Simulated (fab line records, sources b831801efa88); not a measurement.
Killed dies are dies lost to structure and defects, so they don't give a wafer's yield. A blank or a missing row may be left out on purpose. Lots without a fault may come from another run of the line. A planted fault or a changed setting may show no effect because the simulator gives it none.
fab line records | flow sky130
record lots=14 wafers=42 last_day=50
route steps=708 shown CONTACT@410 PAD_OPEN@708
lots that met no fault: from a run of the same line without faults
start_h: hours from the record's first day to the start of the lot's first wafer shown | wait_h: hours since the lot's step before | " the same as in the row above | L1.1+2: a row that stands for several wafers | - no value, or no start given | * or withheld: withheld | < > ~ a bound
route shown NAME@n: a module of which the file shows steps, and the number in the route of the first | usual: mean/standard deviation of fault-free wafers | same: alike in all rows | chamber/n: place in a boat | sites: the reading at each site | _std_site: their standard deviation | _edge_site: outer sites' mean less inner sites' | radius_mm: how far each site lies from the wafer's centre | mask NAME#n: copy n | behind: the tool/chamber that last shaped the wafer | hold: why the lot was held/for how many hours/how that ended | device: the transistor (n, p or np) that didn't switch | end of line: the same wafers' tests at the end of the route | a step without rows: its recipe alone | killed: dies lost to structure and defects at the first sort, not the wafer's yield | map: a wafer's dies, x killed, . not, _ none there
set.NAME: the setting as run; set.NAME@STEP: as run at that earlier step | model.NAME: the simulator's own value behind a step, which no gauge read
steps of the route over a sample of lots; a table a step, a row a wafer
services: from which hour (start_h, from the record's first day; less than 0 if before it) a tool's chamber was out of use, for how many hours, and why
## steps
# step SKY_CONTACT_CMP_04
# recipe material=SiO2 down_force_psi=4 platen_rpm=60 pad_velocity_m_s=0.94248
# usual motor_current_A=12.1/1.1 slurry_flow_ml_min=150.0/0.45 time_to_endpoint_s=81/5.9
# columns lot.wafer tool chamber start_h wait_h motor_current_A slurry_flow_ml_min time_to_endpoint_s
L490.1 cmp-02 0 693.32 0.1 12.6 150.1 79
L490.2 " 2 " " 11.1 150.0 75
L490.6 " 0 " " 12.8 149.5 78
L491.2 cmp-02 0 707.44 0.0 13.1 150.3 85
L491.3 " 2 " " 11.0 150.8 73
L491.6 " 0 " " 13.2 149.9 83
L492.1 cmp-01 0 720.45 0.2 12.8 150.5 88
L492.5 " 1 " " 12.2 150.2 79
L492.6 " 2 " " 13.6 149.6 81
L493.1 cmp-02 1 722.99 0.1 12.0 149.6 83
L493.3 " 2 " " 11.0 150.4 75
L493.5 " 1 " " 11.5 150.0 83
L494.1 cmp-02 1 727.45 0.2 11.6 150.4 80
L494.5 " 2 " " 11.0 149.6 85
L494.6 " 3 " " 10.8 150.4 77
L495.4 cmp-02 2 737.01 0.0 10.8 149.9 85
L495.2 " 3 " " 11.0 149.5 80
L495.6 " 2 " " 10.9 149.5 84
L503.2 cmp-01 3 807.64 0.0 14.1 149.6 83
L503.3 " 1 " " 11.2 150.1 76
L503.6 " 0 " " 13.3 150.4 83
L505.3 cmp-01 3 820.13 0.0 14.2 150.3 87
L505.1 " 0 " " 12.9 150.5 82
L505.5 " 0 " " 13.4 150.8 83
L506.3 cmp-02 0 827.64 0.0 12.9 149.9 82
L506.2 " 3 " " 10.6 150.2 73
L506.5 " 1 " " 11.9 149.1 78
L508.3 cmp-02 1 872.03 0.0 11.4 149.9 81
L508.2 " 2 " " 11.1 150.4 75
L508.5 " 1 " " 12.1 149.1 79
L510.1 cmp-01 0 875.67 0.1 13.1 149.4 88
L510.2 " 1 " " 11.1 150.1 82
L510.6 " 2 " " 12.8 149.5 88
L509.2 cmp-01 2 879.07 0.0 11.9 150.1 83
L509.1 " 3 " " 13.4 150.5 91
L509.4 " 0 " " 12.8 148.5 89
L512.2 cmp-01 3 879.72 0.1 13.7 149.1 91
L512.4 " 1 " " 10.9 150.6 79
L512.5 " 3 " " 13.5 149.6 91
L513.1 cmp-02 0 880.50 0.1 12.9 150.2 81
L513.4 " 1 " " 11.2 149.4 78
L513.3 " 2 " " 11.6 150.4 65
# step SKY_CONTACT_ETCH_17
# recipe target=SiO2 chemistry=C4F8/O2/Ar stop_on=Si3N4 mask_material=KrF-thick source_w=1500 bias_w=1200 pressure_mtorr=40 c4f8_flow_sccm=withheld O2_flow_sccm=6 Ar_flow_sccm=300 time_s=withheld target_depth_a=3400
# usual oes_product_au=0.891/0.005
# columns lot.wafer tool chamber start_h wait_h oes_product_au
L490.1 rie_diel-04 2 721.80 0.0 0.896
L490.2 " 0 " " 0.886
L490.6 " 3 " " 0.891
L491.2 rie_diel-04 3 734.90 0.0 0.898
L491.3 " 0 " " 0.882
L491.6 " 2 " " 0.896
L492.1 rie_diel-04 2 747.95 0.0 0.898
L492.5 " 1 " " 0.887
L492.6 " 2 " " 0.886
L493.1 rie_diel-03 1 750.60 0.0 0.893
L493.3 " 0 " " 0.898
L493.5 " 2 " " 0.903
L494.1 rie_diel-03 2 755.35 0.0 0.889
L494.5 " 0 " " 0.830
L494.6 " 3 " " 0.892
L495.2 rie_diel-04 0 765.20 0.0 0.890
L495.4 " 1 " " 0.830
L495.6 " 0 " " 0.839
L503.2 rie_diel-03 0 834.20 0.0 0.894
L503.3 " 1 " " 0.893
L503.6 " 1 " " 0.892
L505.1 rie_diel-04 1 847.15 0.0 0.895
L505.3 " 0 " " 0.895
L505.5 " 0 " " 0.888
L506.2 rie_diel-03 1 854.57 0.0 0.885
L506.3 " 0 " " 0.898
L506.5 " 2 " " 0.896
L508.2 rie_diel-04 0 898.68 0.0 0.886
L508.3 " 3 " " 0.891
L508.5 " 3 " " 0.901
L510.1 rie_diel-04 2 901.90 0.0 0.899
L510.2 " 0 " " 0.886
L510.6 " 1 " " 0.890
L509.1 rie_diel-03 2 905.20 0.0 0.896
L509.2 " 1 " " 0.895
L509.4 " 0 " " 0.886
L512.2 rie_diel-01 2 905.60 0.0 0.897
L512.4 " 0 " " 0.890
L512.5 " 2 " " 0.894
L513.1 rie_diel-03 0 907.65 0.0 0.903
L513.3 " 2 " " 0.893
L513.4 " 1 " " 0.891
# step SKY_PAD_OPEN_PROBE_99
# usual killed_at_M0_to_M3=44/7.1 killed_at_M4_up=3.1/1.8 killed_at_contacts=24/5.3 killed_at_front_end=15/4.5 killed_at_other=0.2/0.42 killed_dies=86/9.6 killed_open=46/6.9 killed_short=40/6.4
# same gross_dies=492 killed_at_back_side=0
# columns lot.wafer tool chamber start_h wait_h killed_at_M0_to_M3 killed_at_M4_up killed_at_contacts killed_at_front_end killed_at_other killed_dies killed_open killed_short
L505.1 prober-02 - 1157.67 0.1 50 5 23 15 0 93 42 51
L505.3 prober-02 - 1157.77 0.2 52 1 19 13 1 86 43 43
L505.5 prober-02 - 1157.87 0.2 41 3 14 17 1 76 36 40
L510.1 prober-02 - 1195.02 0.1 39 7 29 20 0 95 53 42
L510.2 prober-02 - 1195.07 0.1 42 6 24 14 1 87 52 35
L510.6 prober-02 - 1195.27 0.2 39 2 29 13 0 83 40 43
# killed by level:class
L505.1 VIA1:geometric_particle:open=12 VIA1:geometric_particle:short=11 CONTACT:geometric_particle:open=10 METAL2:geometric_particle:short=6 FIELD_ISO:geometric_particle:short=5 CONTACT:geometric_particle:short=5 METAL1:geometric_particle:short=5 VIA3:geometric_particle:open=5
L505.3 VIA1:geometric_particle:open=12 METAL2:geometric_particle:short=9 LI_CONTACT:geometric_particle:open=8 VIA2:geometric_particle:open=7 METAL1:geometric_particle:short=6 FIELD_ISO:geometric_particle:short=5 CONTACT:geometric_particle:open=5 VIA1:geometric_particle:short=5
L505.5 VIA1:geometric_particle:open=10 FIELD_ISO:geometric_particle:short=5 CONTACT:geometric_particle:open=5 VIA1:geometric_particle:short=5 VIA2:geometric_particle:open=5 POLY_GATE:geometric_particle:short=4 METAL2:geometric_particle:short=4 VIA3:geometric_particle:open=4
L510.1 CONTACT:geometric_particle:open=10 FIELD_ISO:geometric_particle:open=8 VIA3:geometric_particle:open=8 METAL1:geometric_particle:short=7 VIA1:geometric_particle:open=7 LI_CONTACT:geometric_particle:open=6 METAL4:geometric_particle:short=6 FIELD_ISO:geometric_particle:short=5
L510.2 LI_CONTACT:geometric_particle:open=9 VIA1:geometric_particle:open=9 CONTACT:geometric_particle:open=8 METAL1:geometric_particle:short=7 VIA2:geometric_particle:open=6 METAL2:geometric_particle:short=5 VIA2:geometric_particle:short=5 VIA3:geometric_particle:open=5
L510.6 CONTACT:geometric_particle:open=10 LI_CONTACT:geometric_particle:open=9 VIA1:geometric_particle:open=7 METAL2:geometric_particle:short=7 METAL1:geometric_particle:short=6 POLY_GATE:geometric_particle:short=5 VIA2:geometric_particle:open=5 LI_CONTACT:geometric_particle:short=4
## services
# columns tool chamber start_h hours kind
rie_diel-03 2 676.76 2.4 repair
rie_diel-03 2 679.12 - clean
rie_diel-03 2 679.12 17.0 scheduled_down
rie_diel-03 2 679.12 17.0 vent_cycle
cmp-01 - 692.35 11.5 repair
rie_diel-03 3 699.27 10.7 repair
rie_diel-04 1 701.69 6.6 repair
rie_diel-04 2 704.91 8.3 repair
cmp-02 - 741.39 12.4 pm
cmp-02 - 753.75 4.0 pm
cmp-02 - 757.75 - consumable_replace:conditioner
cmp-02 - 757.75 - consumable_replace:pad
rie_diel-01 0 774.52 14.2 repair
rie_diel-01 0 788.71 - clean
rie_diel-01 0 788.71 22.7 scheduled_down
rie_diel-01 0 788.71 22.7 vent_cycle
rie_diel-01 3 801.01 4.5 repair
cmp-01 - 808.40 0.9 repair
rie_diel-04 0 819.41 6.5 repair
rie_diel-01 3 836.54 10.0 repair
cmp-01 - 838.76 1.9 repair
cmp-02 - 863.31 6.6 pm
rie_diel-01 1 869.67 - clean
rie_diel-03 0 871.30 28.3 repair
## key
first_sign step=SKY_CONTACT_ETCH_17 reading=oes_product_au direction=down sigmas=12 usual=0.891 struck=0.833
effect none on later readings
met_at SKY_CONTACT_CMP_04
struck_lots L494,L495
struck_wafers L494.5,L495.4,L495.6
tester_left_out L494,L495
onset_between 722.99 727.45
fault kind=process_parameter_drift tool=cmp-02 chamber=2 onset_h=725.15 steps=SKY_CONTACT_CMP_04 channel=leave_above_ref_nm offset=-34 shape=step end_h=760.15 acts_in=these_recipes_only stated=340
# tester_left_out: of these lots the tester's yield and bins aren't shown, on N5 and GAA mostly nor the transistor test; their killed dies are dies lost to structure and defects alone, not to doping, threshold or leakage, so they don't give the yield
